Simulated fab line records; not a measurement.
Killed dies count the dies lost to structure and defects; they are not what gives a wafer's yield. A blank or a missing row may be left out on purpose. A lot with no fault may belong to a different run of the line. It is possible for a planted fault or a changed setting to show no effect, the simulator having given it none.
Chamber matching    flow sky130    4 sister chambers for SKY_CONTACT_CMP_04 on cmp-02
The step polishes SiO2. 7 wafers are shown with their chamber, then 7 later ones without.

== WAFERS PAIRED WITH THEIR CHAMBERS ==
wafer   chamber  motor_current_A (A)  time_to_endpoint_s (s)
L286.5  3        13.2                 89
L288.2  3        13.7                 80
L289.6  0        13.0                 80
L294.1  2        11.7                 86
L294.4  1        10.2                 87
L303.2  1        10.2                 88
L303.3  0        13.3                 78

== WAFERS MISSING THEIR CHAMBER ==
wafer   motor_current_A (A)  time_to_endpoint_s (s)
L303.5  10.2                 79
L305.2  12.7                 84
L305.4  10.0                 84
L305.6  11.4                 81
L307.2  10.2                 86
L307.4  11.0                 86
L307.5  10.2                 87

== WHICH CHAMBER EACH WENT THROUGH ==
wafer   from the rows above           in truth
L303.5  1                             1
L305.2  can't be placed: 0 or 3 or 2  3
L305.4  1                             1
L305.6  2                             2
L307.2  1                             1
L307.4  can't be placed: 2 or 1       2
L307.5  1                             1
Correct placement for 5 of the 7. Can't be placed from these rows: 2 (the true chamber is among the candidates in 2). Number placed wrongly: 0.
How it was worked out, from the rows above alone: a wafer's distance from a chamber is the root of the sum, over the readings, of the square of ((its reading less the chamber's mean) divided by the reading's scatter). The wafer belongs to the nearest chamber; if the next one is less than 2 further off, it can't be placed. For every chamber, the mean is computed from those of its wafers that are shown. The scatter is the square root of a quotient: the sum, over the shown wafers, of each reading's squared deviation from its chamber's mean, divided by wafers minus chambers.
